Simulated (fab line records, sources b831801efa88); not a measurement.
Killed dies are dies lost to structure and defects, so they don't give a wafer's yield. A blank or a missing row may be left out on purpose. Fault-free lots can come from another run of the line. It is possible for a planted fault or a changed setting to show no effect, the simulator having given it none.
Matching of chambers + flow sky130 + SKY_POLY_GATE_ETCH_17 on rie si-02: 4 sister chambers
The step etches poly-Si in HBr/Cl2, stops on SiO2, target depth 180 nm, time 70.5 s. 4 wafers are shown with their chamber, then 12 later ones without.

## WAFERS, EACH WITH ITS CHAMBER
| wafer  | chamber | drypump motor current A (A) |
|--------|---------|-----------------------------|
| L086.1 | 3       | 6.1                         |
| L086.2 | 2       | 5.4                         |
| L088.3 | 1       | 5.4                         |
| L088.6 | 0       | 6.0                         |

## WAFERS MISSING THEIR CHAMBER
| wafer  | drypump motor current A (A) |
|--------|-----------------------------|
| L090.2 | 6.1                         |
| L090.3 | 5.3                         |
| L090.4 | 6.0                         |
| L092.1 | 5.4                         |
| L092.3 | 5.4                         |
| L092.6 | 6.1                         |
| L094.2 | 5.4                         |
| L094.5 | 5.4                         |
| L094.6 | 5.4                         |
| L096.1 | 5.4                         |
| L096.4 | 5.4                         |
| L096.6 | 5.4                         |

## THE CHAMBER EACH PASSED THROUGH
| wafer  | from the rows above     | in truth |
|--------|-------------------------|----------|
| L090.2 | 3                       | 3        |
| L090.3 | can't be placed: 1 or 2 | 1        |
| L090.4 | 0                       | 0        |
| L092.1 | can't be placed: 1 or 2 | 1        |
| L092.3 | can't be placed: 1 or 2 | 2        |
| L092.6 | 3                       | 3        |
| L094.2 | can't be placed: 1 or 2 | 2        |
| L094.5 | can't be placed: 1 or 2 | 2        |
| L094.6 | can't be placed: 1 or 2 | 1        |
| L096.1 | can't be placed: 1 or 2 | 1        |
| L096.4 | can't be placed: 1 or 2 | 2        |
| L096.6 | can't be placed: 1 or 2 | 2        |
3 of 12 placed correctly. Cannot be placed on the basis of these rows: 9; the candidates contain the true chamber in 9. Number placed wrongly: 0.
How it was worked out, from the rows above alone: a wafer's distance from a chamber is the root of the sum, over the readings, of the square of ((its reading less the chamber's mean) divided by the reading's scatter). The wafer belongs to the nearest chamber; if the next one is less than 2 further off, it can't be placed. A chamber's mean is the mean of its shown wafers. The scatter: root of mean squared gap, hidden wafer to nearest shown wafer, with one shown wafer a chamber.
